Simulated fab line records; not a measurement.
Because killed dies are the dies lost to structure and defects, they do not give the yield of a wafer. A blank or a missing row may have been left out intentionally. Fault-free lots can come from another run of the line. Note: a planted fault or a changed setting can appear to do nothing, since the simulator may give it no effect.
A struck lot beside a sound one | flow sfq line | 37 out of 325 route steps
Sound: the wafers L204.4, L204.5, L204.6. Struck: wafer L220.3 (left out: L220.1, L220.5 of the same lot, which were not struck); the cause appears at the end.
Per side, at each step with rows, come the tool, then ch with its chambers, and then its first start. Under that, the readings that differ: sound wafers | struck wafers | difference of the means | sigmas: that difference in standard deviations of wafers without a fault.
alike: readings with means less than 2 such deviations apart, plus words and numbers identical on both sides. not compared: withheld readings, readings lacking a value on some wafer, bounds such as >300 that could conceal the same value, and numbers that have no deviation in the record and whose values overlap.
A row with sigmas, a row that says differs or no value, or rows on one side alone: a step with any of these is where the two part. Numbers that have no deviation but don't overlap get no sigmas and don't part them. Lack of a reading on every wafer of one side parts them only where that side has two or more wafers.

SFQ_R5_THK_MEAS_934: measures by xrf.
  sound on film metro-03 at day 49 07:05; struck on film metro-02 at day 54 21:58
  alike: R5_MONX_THK
then, 6 steps without rows for these wafers: SFQ_TRILAYER_R5_LITHO_COAT_141 (resist thk 62 nm); SFQ_TRILAYER_R5_LITHO_COAT_136 (resist thk 600 nm); SFQ_TRILAYER_R5_LITHO_SOFTBAKE_140; SFQ_TRILAYER_R5_LITHO_EXPOSE_137 (exposes mask R5, target cd 500 nm); SFQ_TRILAYER_R5_LITHO_PEB_139 (peb time 60 s); SFQ_TRILAYER_R5_LITHO_DEVELOP_138 (time 60 s).
-- the record jumps here: 2 days lie between the struck wafers' starts before and after --
SFQ_R5_OVL_MEAS_935:
  sound on overlay-01 at day 51 08:29; struck on overlay-01 at day 57 08:34
  alike: R5_OVL
SFQ_TRILAYER_R5_BARC_OPEN_METAL_ETCH_177: etches BARC in O2, target depth 125 nm, time 41.7 s.
  sound on rie metal-01 ch 0,1, day 51 08:31; struck on rie metal-01 ch 0, day 57 08:36
  alike: drypump motor current A, he backside leak sccm, oes product au
  not compared: rf hours counter h
then, 1 step without rows for these wafers: SFQ_TRILAYER_R5_ETCH_METAL_ETCH_139 (etches the open film in Cl2, stops on SiO2, target depth 60 nm, time 40 s).
SFQ_TRILAYER_R5_STRIP_STRIP_140: strips in O2.
  sound on rie metal-01 ch 0,1, day 51 08:49; struck on rie metal-01 ch 0, day 57 08:43
  alike: drypump motor current A, he backside leak sccm, oes product au
  not compared: rf hours counter h
then, 1 step without rows for these wafers: SFQ_TRILAYER_R5_STRIP_SOLV_CLEAN_141 (cleans in NMP, time 600 s).
SFQ_TRILAYER_A5C_DEP_PECVD_142: deposits SiO2 from SiH4/N2O, time 15.556 s, target thk 70 nm.
  sound on pecvd-02 ch 0,1,2, day 51 09:25; struck on pecvd-04 ch 2, day 57 09:29
  reading                                              | sound            | struck | difference | sigmas
  heater power w (W)                                   | 51 55 69         | 101    | +43        | +3
  model.SiO2_of_TRILAYER_A5C_DEP_PECVD_142.thk nm (nm) | 70.8 70.62 70.16 | 65.48  | -5.05      |
  alike: chamber pressure Torr, throttle valve pct
then, 6 steps without rows for these wafers: SFQ_TRILAYER_I5_LITHO_COAT_149 (resist thk 62 nm); SFQ_TRILAYER_I5_LITHO_COAT_144 (resist thk 650 nm); SFQ_TRILAYER_I5_LITHO_SOFTBAKE_148; SFQ_TRILAYER_I5_LITHO_EXPOSE_145 (exposes mask I5, target cd 700 nm); SFQ_TRILAYER_I5_LITHO_PEB_147 (peb time 60 s); SFQ_TRILAYER_I5_LITHO_DEVELOP_146 (time 60 s).
SFQ_I5_OVL_MEAS_936:
  sound on overlay-02 at day 53 14:49; struck on overlay-01 at day 58 11:25
  alike: I5_OVL
then, 1 step without rows for these wafers: SFQ_TRILAYER_I5_BARC_OPEN_VIA_ETCH_200 (etches BARC in O2, target depth 125 nm, time 41.7 s).
SFQ_TRILAYER_I5_ETCH_VIA_ETCH_147: etches the open film in CHF3, stops on Nb, target depth 360 nm.
  sound on rie diel-04 ch 0,2,3, day 53 14:52; struck on rie diel-02 ch 0, day 58 11:30
  alike: drypump motor current A, oes product au
SFQ_TRILAYER_I5_STRIP_STRIP_148: strips in O2.
  sound on rie metal-04 ch 0, day 53 15:37; struck on rie metal-02 ch 1, day 58 11:39
  alike: drypump motor current A, he backside leak sccm, oes product au
  not compared: rf hours counter h
then, 7 steps without rows for these wafers: SFQ_TRILAYER_I5_STRIP_SOLV_CLEAN_149 (cleans in NMP, time 600 s); SFQ_TRILAYER_C5_LITHO_COAT_156 (resist thk 62 nm); SFQ_TRILAYER_C5_LITHO_COAT_151 (resist thk 650 nm); SFQ_TRILAYER_C5_LITHO_SOFTBAKE_155; SFQ_TRILAYER_C5_LITHO_EXPOSE_152 (exposes mask C5, target cd 500 nm); SFQ_TRILAYER_C5_LITHO_PEB_154 (peb time 60 s); SFQ_TRILAYER_C5_LITHO_DEVELOP_153 (time 60 s).
-- the record jumps here: 3 days lie between the struck wafers' starts before and after --
SFQ_C5_OVL_MEAS_937:
  sound on overlay-02 at day 56 05:26; struck on overlay-02 at day 61 15:31
  alike: C5_OVL
then, 1 step without rows for these wafers: SFQ_TRILAYER_C5_BARC_OPEN_VIA_ETCH_210 (etches BARC in O2, target depth 125 nm, time 41.7 s).
SFQ_TRILAYER_C5_ETCH_VIA_ETCH_154: etches SiO2 in CHF3, stops on Nb, target depth 84 nm.
  sound on rie diel-03 ch 0,1,2, day 56 05:29; struck on rie diel-02 ch 2, day 61 15:35
  reading                        | sound             | struck | difference | sigmas
  oes product au (a.u.)          | 0.893 0.902 0.901 | 0.853  | -0.046     | -5
  model.etch.depth nm (nm)       | 70.8 70.62 70.16  | 65.48  | -5.05      |
  model.C5.feature depth nm (nm) | 70.8 70.62 70.16  | 65.48  | -5.05      |
  alike: drypump motor current A
SFQ_TRILAYER_C5_STRIP_STRIP_155: strips in O2.
  sound on rie metal-01 ch 0,1, day 56 05:44; struck on rie metal-03 ch 0, day 61 15:38
  alike: drypump motor current A, he backside leak sccm, oes product au
  not compared: rf hours counter h
then, 1 step without rows for these wafers: SFQ_TRILAYER_C5_STRIP_SOLV_CLEAN_156 (cleans in NMP, time 600 s).
SFQ_TRILAYER_M6_DEP_PRE_CLEAN_158: time 22.5 s.
  sound on pvd sputter-03 at day 56 06:31; struck on pvd sputter-06 at day 61 17:01
  reading                                              | sound            | struck | difference | sigmas
  model.SiO2_of_TRILAYER_A5C_DEP_PECVD_142.thk nm (nm) | 63.3 63.12 62.66 | 57.98  | -5.05      |
then, 1 step without rows for these wafers: SFQ_TRILAYER_M6_DEP_SPUTTER_157 (material Nb, target thk 200 nm, time 133.3 s).

WHERE THEY PART
Earliest at SFQ_TRILAYER_A5C_DEP_PECVD_142; latest, in this record, at SFQ_TRILAYER_C5_ETCH_VIA_ETCH_154. Later steps at which nothing parts them and some readings are alike: SFQ_TRILAYER_C5_STRIP_STRIP_155.

WHY: what the simulator had put in
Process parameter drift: pecvd-04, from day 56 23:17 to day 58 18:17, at SFQ_TRILAYER_A5C_DEP_PECVD_142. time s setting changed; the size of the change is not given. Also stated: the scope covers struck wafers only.
